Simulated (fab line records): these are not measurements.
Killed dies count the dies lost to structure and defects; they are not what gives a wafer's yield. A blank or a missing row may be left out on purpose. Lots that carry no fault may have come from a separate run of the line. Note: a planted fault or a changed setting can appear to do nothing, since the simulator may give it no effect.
A single fault, viewed from 2 desks | flow gf180mcu | only its own numbers are on each desk; what lay behind them is given at the end

FROM THE METROLOGY DESK
What the gauges read, lot by lot, whatever tool the lot ran on: means of the sampled wafers that have a number. A lot is out of limits, marked OUT, if its mean lies more than 4 standard deviations from the usual mean; the brackets give that distance.
Columns: A = HV_LDD_TW at GF_HV_LDD_TW_MEAS_11, usual 2418; B = HV_LDD_RS at GF_HV_LDD_RS_MEAS_53, usual 419.0 ohm/sq; C = CONTACT_CVD_00_THK at GF_CONTACT_THK_MEAS_01, usual 299.8 nm
lot  | first seen here | A    | B               | C
L161 | day 9 22:04     | 2449 | 417.9           | 298.6
L162 | day 10 09:11    | 2357 | 419.1           | 295.7
L165 | day 11 05:13    | 2376 | 420.0           | 299.0
L166 | day 11 16:38    | 2375 | 418.9           | 299.3
L167 | day 11 18:43    | 2367 | 419.8           | 298.9
L168 | day 12 09:56    | 2453 | 419.0           | 295.5
L172 | day 13 13:49    | 2409 | 418.6           | 300.5
L178 | day 15 08:26    | 2364 | 445.3 (+29) OUT | 297.0
L179 | day 15 18:02    | 2300 | 442.2 (+26) OUT | 303.6
L180 | day 16 05:20    | 2305 | 444.7 (+29) OUT | 298.9
L181 | day 16 05:38    | 2472 | 419.2           | 303.0
L182 | day 16 13:44    | 2389 | 418.9           | 299.0
L184 | day 17 05:21    | 2446 | 418.6           | 303.1
This desk's result: L178, L179, L180 out of limits, first on L178 (HV_LDD_RS at GF_HV_LDD_RS_MEAS_53), day 18 04:36. Within limits: L161, L162, L165, L166, L167, L168, L172, L181, L182, L184.

AT THE TOOL OWNER'S DESK: implanter-02
The tool's own readings at GF_HV_LDD_IMPLANT_09: means of the sampled wafers that have a number, for each lot that ran on this tool. A lot is out of limits, marked OUT, if its mean lies more than 4 standard deviations from the usual mean; the brackets give that distance.
Columns: A = dose_ions_cm2 at GF_HV_LDD_IMPLANT_09, usual 9.998e+13; B = faraday_current_uA at GF_HV_LDD_IMPLANT_09, usual 565; C = tilt_deg at GF_HV_LDD_IMPLANT_09, usual 6.999 degrees
lot  | first seen here | A                           | B              | C
L162 | day 10 08:58    | 1.000e+14                   | 578            | 7.007
L165 | day 11 04:58    | 9.981e+13                   | 560            | 7.026
L167 | day 11 18:28    | 1.001e+14                   | 568            | 7.005
L172 | day 13 13:36    | 1.000e+14                   | 559            | 6.998
L178 | day 15 08:11    | 8.725e+13 (-99 or more) OUT | 487 (-7.1) OUT | 7.023
L179 | day 15 17:48    | 8.715e+13 (-99 or more) OUT | 491 (-6.8) OUT | 7.014
L180 | day 16 05:05    | 8.720e+13 (-99 or more) OUT | 498 (-6.1) OUT | 6.962
This desk finds L178, L179, L180 out of limits, L178 being first, at day 15 08:11 (dose_ions_cm2 at GF_HV_LDD_IMPLANT_09). Within limits: L162, L165, L167, L172.

BROUGHT TOGETHER
On L178, L179, L180, at day 15 08:11, an alarm was possible from the tool owner's desk.
L178, L179, L180 would have let the metrology desk raise an alarm at day 18 04:36.
On implanter-02, each named lot ran GF_HV_LDD_IMPLANT_09.

WHAT THE SIMULATOR HAD INSERTED
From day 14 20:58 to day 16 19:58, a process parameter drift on implanter-02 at GF_HV_LDD_IMPLANT_09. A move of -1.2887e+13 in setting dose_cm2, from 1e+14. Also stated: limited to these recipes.
Shown lots that were struck: L178, L179, L180.
Counting hours from when the fault started, the first reading out of limits came at 11 for the tool owner's desk and at 80 for the metrology desk.
